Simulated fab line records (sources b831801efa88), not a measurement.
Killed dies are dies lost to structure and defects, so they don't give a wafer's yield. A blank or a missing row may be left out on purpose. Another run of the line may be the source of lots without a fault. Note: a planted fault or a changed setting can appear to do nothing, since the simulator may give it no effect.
Comparing a struck lot with a sound one + flow sfqLine + 14 steps out of a route of 325
Sound: wafers L930.4, L930.5, L930.6. Wafers struck: L928.2, L928.4, L928.6. The cause is named last.
Each step with rows lists, per side, the tool, then ch with its chambers, then its first start. Under that, the readings that differ: sound wafers + struck wafers + difference of the means + sigmas: that difference in standard deviations of wafers without a fault.
alike: words and numbers the same on both sides, and readings whose means are apart by under 2 such deviations; not compared: readings that were withheld, readings missing a value for some wafer, numbers with overlapping values and no deviation given by the record, and bounds like >300 which may hide the same value.
Wherever a step has rows on one side only, a row that says differs or no value, or a row with sigmas, the two part there. When numbers do not overlap yet have no deviation, they are printed without sigmas and do not part them. Lack of a reading on every wafer of one side parts them only where that side has two or more wafers.

first, 6 steps without rows for these wafers: SFQ_TRILAYER_M6_LITHO_COAT_164 (resist thk 62 nm); SFQ_TRILAYER_M6_LITHO_COAT_159 (resist thk 600 nm); SFQ_TRILAYER_M6_LITHO_SOFTBAKE_163; SFQ_TRILAYER_M6_LITHO_EXPOSE_160 (exposes mask M6, target cd 500 nm); SFQ_TRILAYER_M6_LITHO_PEB_162 (peb time 60 s); SFQ_TRILAYER_M6_LITHO_DEVELOP_161 (time 60 s).
SFQ_M6_OVL_MEAS_940:
  sound on overlay-02, day 76 22:49; struck on overlay-02, day 76 16:49
  alike: M6_OVL
SFQ_TRILAYER_M6_BARC_OPEN_METAL_ETCH_206: etches BARC in O2, target depth 125 nm, time 41.7 s.
  sound on rieMetal-03 ch 0,1, day 76 22:52; struck on rieMetal-01 ch 0, day 76 16:50
  alike: drypumpMotorCurrentA, oesProductAu
  not compared: rfHoursCounterH
SFQ_TRILAYER_M6_ETCH_METAL_ETCH_162: etches Nb in Cl2/Ar, stops on SiO2, target depth 240 nm, time 120 s.
  sound on rieMetal-03 ch 0,1, day 76 22:56; struck on rieMetal-01 ch 0, day 76 16:54
  alike: drypumpMotorCurrentA, oesProductAu
  not compared: rfHoursCounterH
SFQ_TRILAYER_M6_STRIP_STRIP_163: strips in O2.
  sound on rieMetal-03 ch 0,1, day 76 23:13; struck on rieMetal-01 ch 0, day 76 17:01
  alike: drypumpMotorCurrentA, oesProductAu
  not compared: rfHoursCounterH
then, 1 step without rows for these wafers: SFQ_TRILAYER_M6_STRIP_SOLV_CLEAN_164 (cleans in NMP, time 600 s).
SFQ_TRILAYER_I6_DEP_PECVD_165: deposits SiO2 from SiH4/N2O, time 111.11 s, target thk 500 nm.
  sound on pecvd-02 ch 0,1,2, day 76 23:51; struck on pecvd-03 ch 0,2, day 76 17:48
| reading                                            | sound             | struck            | difference | sigmas      |
|----------------------------------------------------|-------------------|-------------------|------------|-------------|
| heaterPowerW (W)                                   | 79 69 85          | 147 112 147       | +58        | +2          |
| rfFwdPowerW (W)                                    | 181.5 182.1 182.7 | 109.9 109.0 110.1 | -72.4      | -99 or more |
| showerheadVppV (V)                                 | 860 898 818       | 637 590 645       | -235       | -5          |
| model.SiO2_of_TRILAYER_I6_DEP_PECVD_165.thkNm (nm) | 502.6 503.1 506.6 | 420.1 433.6 432.4 | -75.4      |             |
  alike: throttleValvePct
SFQ_TRILAYER_I6_CMP_CMP_166: polishes SiO2.
  sound on cmp-02 ch 0,1, day 77 00:23; struck on cmp-01 ch 0,2, day 76 19:07
| reading             | sound       | struck      | difference | sigmas |
|---------------------|-------------|-------------|------------|--------|
| timeToEndpointS (s) | 218 215 217 | 162 173 173 | -47        | -6     |
  alike: motorCurrentA, retainingRingPressureFrac
SFQ_I6_BOW_MEAS_941:
  sound on filmMetro-01, day 77 02:57; struck on filmMetro-02, day 76 21:38
  alike: I6_BOW

== WHERE THEY PART ==
At SFQ_TRILAYER_I6_DEP_PECVD_165 first; at SFQ_TRILAYER_I6_CMP_CMP_166 last (within this record only). Later steps at which nothing parts them and some readings are alike: SFQ_I6_BOW_MEAS_941.

WHY: the cause the simulator had injected
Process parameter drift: pecvd-03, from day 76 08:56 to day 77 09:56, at SFQ_TRILAYER_I6_DEP_PECVD_165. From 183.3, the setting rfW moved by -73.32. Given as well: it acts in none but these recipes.
